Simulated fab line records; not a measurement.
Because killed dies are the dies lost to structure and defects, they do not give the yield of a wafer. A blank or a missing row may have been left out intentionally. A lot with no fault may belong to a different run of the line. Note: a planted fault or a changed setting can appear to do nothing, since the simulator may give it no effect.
Code-filled problem report in 8D (eight disciplines) form | flow sky130 | the parts of the form that need people (team, actions taken, sign-off) are left out

1. WHAT WENT WRONG
A mean of 2455.0 W is read at SKY_METAL1_SPUTTER_00 for cathode_dc_power_W, taken on 1 wafer of 1 lot, against 3000.0 W (standard deviation 0.51) on wafers free of any fault. That is -99 or more standard deviations from the usual mean.
The step: material Ti, target thk 15 nm, time 10 s.
First observed at day 36 18:59: wafer L693.3, on pvd_sputter-04. The record has a number at this step for 15 wafers belonging to 5 lots. Rule for "out" (also "out of limits"): further than 4 standard deviations from the usual mean. All remaining wafers that have a number are taken as sound.

2. WHAT IT IS; WHAT IT IS NOT
question                    | is                 | is not
which readings at this step | cathode_dc_power_W | throttle_valve_pct
which lots                  | L693               | L678, L679, L681, L699
which wafers of those lots  | L693.3             | L693.4, L693.5
read on which tools         | pvd_sputter-04     | pvd_sputter-01, pvd_sputter-02
when                        | from day 36 18:59  | up to then (11 sound wafers); but 3 sound wafers of L699 came after

3. SUSPECTS, AND WHAT RULES EACH OUT
Counting: if a tool at a process step up to the reading ran every lot that is out, it stays a suspect. Sound lots after the first of them don't rule it out here, since some wafers of a struck lot are sound.
- rie_diel-03 at SKY_CONTACT_ETCH_16 (etches BARC in N2/H2, stops on SiO2, time 45.9 s, target depth 60 nm): kept. It ran the lot that is out, L693 (day 36 17:22).
- rie_diel-03 at SKY_CONTACT_ETCH_17 (etches SiO2 in C4F8/O2/Ar, stops on Si3N4, target depth 340 nm): kept. It ran the lot that is out, L693 (day 36 17:25).
- rie_diel-03 at SKY_CONTACT_ETCH_18 (etches Si3N4 in CHF3/O2, stops on TiN, time 39 s, target depth 75 nm): kept. It ran the lot that is out, L693 (day 36 17:32). SKY_CONTACT_ETCH_18: start missing for some lots; hours and lot order therefore follow SKY_CONTACT_STRIP_19.
- plasma_asher-04 at SKY_CONTACT_STRIP_19 (strips in O2/N2): kept. It ran the lot that is out, L693 (day 36 17:32); its last sound lot up to then is L679 (day 33 03:00).
- cvd_w-01 at SKY_CONTACT_CVD_24 (deposits W, target thk 340 nm, time 102.12 s): kept. It ran the lot that is out, L693 (day 36 18:11); its last sound lot up to then is L681 (day 33 15:37).
- pvd_sputter-04 at SKY_METAL1_SPUTTER_00 (material Ti, target thk 15 nm, time 10 s): kept. It ran the lot that is out, L693 (day 36 18:59); its last sound lot up to then is L681 (day 33 16:10). Its own cathode_dc_power_W readings are out on those wafers.
- In rie_diel-03 at SKY_CONTACT_ETCH_16, the wafers that are out were processed in chamber 1 and their sound lot-mates in chambers 0, 2.
- In rie_diel-03 at SKY_CONTACT_ETCH_17, the wafers that are out were processed in chamber 1 and their sound lot-mates in chambers 0, 2.
- In rie_diel-03 at SKY_CONTACT_ETCH_18, the wafers that are out were processed in chamber 1 and their sound lot-mates in chambers 0, 2.
- The sound lot-mates ran in chamber 1 of plasma_asher-04 at SKY_CONTACT_STRIP_19, but the wafers that are out ran in chamber 0.
Left after counting: rie_diel-03 at SKY_CONTACT_ETCH_16, rie_diel-03 at SKY_CONTACT_ETCH_17, rie_diel-03 at SKY_CONTACT_ETCH_18, plasma_asher-04 at SKY_CONTACT_STRIP_19, cvd_w-01 at SKY_CONTACT_CVD_24, pvd_sputter-04 at SKY_METAL1_SPUTTER_00.

4. THE CAUSE (what the simulator had put in)
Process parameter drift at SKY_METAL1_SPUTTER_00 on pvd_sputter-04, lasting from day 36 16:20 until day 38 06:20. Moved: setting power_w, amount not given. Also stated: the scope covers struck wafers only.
Counting leaves 6 suspects; this tool is one of them.

5. THE EFFECT CHAIN, in route order
Rows list readings where the struck wafers' mean (over those with a number) sits beyond 3 standard deviations from the usual. Only readings for which the record gives a usual standard deviation are gone through. hours: the time from each lot's start at the first step in this table that gives one to its start at this step, as a median over the lots. sigmas: the change in usual standard deviations.
hours | step                  | reading            | usual    | on struck wafers | change | sigmas
0     | SKY_METAL1_SPUTTER_00 | cathode_dc_power_W | 3000.0 W | 2455.0           | -545.0 | -99 or more
Its process steps:
- SKY_METAL1_SPUTTER_00: material Ti, target thk 15 nm, time 10 s.

6. HOW IT WOULD HAVE BEEN CAUGHT EARLIER
3 hours passed between the start of the fault at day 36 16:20 and the first reading out of limits in this record, taken at day 36 18:59.
